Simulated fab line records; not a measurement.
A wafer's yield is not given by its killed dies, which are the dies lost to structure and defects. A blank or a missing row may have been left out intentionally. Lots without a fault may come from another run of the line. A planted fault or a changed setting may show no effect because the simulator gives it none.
Matching of chambers    flow gf180mcu    4 sister chambers for GF_V3_CMP_04 on cmp-01
The step polishes SiO2. 27 wafers are shown with their chamber, then 12 later ones without.

== WAFERS PAIRED WITH THEIR CHAMBERS ==
wafer   chamber  motor-current-A (A)  slurry-flow-ml-min  time-to-endpoint-s (s)
L074.1  3        10.9                 149.6               69
L074.4  2        11.4                 149.3               73
L074.5  2        11.0                 149.6               77
L077.2  3        11.1                 149.7               73
L077.4  2        11.4                 150.8               80
L077.5  0        10.8                 150.6               80
L079.3  0        10.5                 150.4               75
L079.4  1        11.0                 150.1               86
L079.5  1        11.8                 150.4               87
L081.1  2        11.7                 150.7               83
L081.2  1        11.6                 150.8               78
L081.5  2        11.5                 150.1               93
L082.2  0        10.6                 149.9               76
L082.3  2        10.4                 149.8               79
L082.4  3        10.4                 150.2               80
L086.1  1        11.6                 150.3               75
L086.3  2        11.4                 150.4               77
L086.6  1        11.6                 149.6               78
L089.2  2        11.3                 150.8               76
L089.3  1        11.6                 149.6               66
L089.4  3        10.7                 149.4               79
L091.1  2        11.1                 148.9               73
L091.5  0        10.7                 149.6               76
L091.6  1        10.3                 149.4               87
L093.1  3        10.6                 149.9               77
L093.4  2        11.5                 150.1               85
L093.6  0        10.2                 151.0               82

SIGNATURES, as means of the wafers listed above
reading             chamber 0  chamber 1  chamber 2  chamber 3  scatter within a chamber
motor-current-A     10.560     11.357     11.270     10.740     0.383
slurry-flow-ml-min  150.300    150.029    150.050    149.760    0.552
time-to-endpoint-s  77.80      79.57      79.60      75.60      5.96
Rule: a wafer lies at a distance from a chamber equal to the root of the sum of squares, over the readings, of (its reading less the chamber's mean, divided by the reading's scatter). The wafer belongs to the nearest chamber; if the next one is less than 2 further off, it can't be placed. The scatter is the square root of a quotient: the sum, over the shown wafers, of each reading's squared deviation from its chamber's mean, divided by wafers minus chambers.

== WAFERS WITHOUT THEIR CHAMBER ==
wafer   motor-current-A (A)  slurry-flow-ml-min  time-to-endpoint-s (s)
L094.1  9.9                  149.5               74
L094.2  11.8                 149.1               72
L094.3  11.1                 150.6               78
L095.1  11.5                 150.0               77
L095.3  11.7                 149.6               87
L095.4  10.5                 150.2               81
L096.1  10.6                 150.1               79
L096.2  11.1                 150.0               77
L096.4  11.1                 150.3               80
L097.2  11.5                 150.1               86
L097.5  11.7                 149.6               82
L097.6  11.1                 149.5               86

== WHICH CHAMBER EACH ONE RAN IN ==
wafer   from the rows above                in truth
L094.1  can't be placed: 3 or 0 or 2 or 1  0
L094.2  can't be placed: 1 or 2 or 3 or 0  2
L094.3  can't be placed: 2 or 1 or 0 or 3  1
L095.1  can't be placed: 1 or 2 or 3 or 0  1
L095.3  can't be placed: 1 or 2 or 3 or 0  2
L095.4  can't be placed: 0 or 3 or 2 or 1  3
L096.1  can't be placed: 0 or 3 or 2 or 1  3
L096.2  can't be placed: 2 or 1 or 3 or 0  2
L096.4  can't be placed: 2 or 1 or 0 or 3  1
L097.2  can't be placed: 1 or 2 or 3 or 0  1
L097.5  can't be placed: 1 or 2 or 3       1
L097.6  can't be placed: 2 or 1 or 3 or 0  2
Correctly placed: 0 of 12. From these rows, 12 cannot be placed; in 12 the true chamber is one of the candidates. Number placed wrongly: 0.
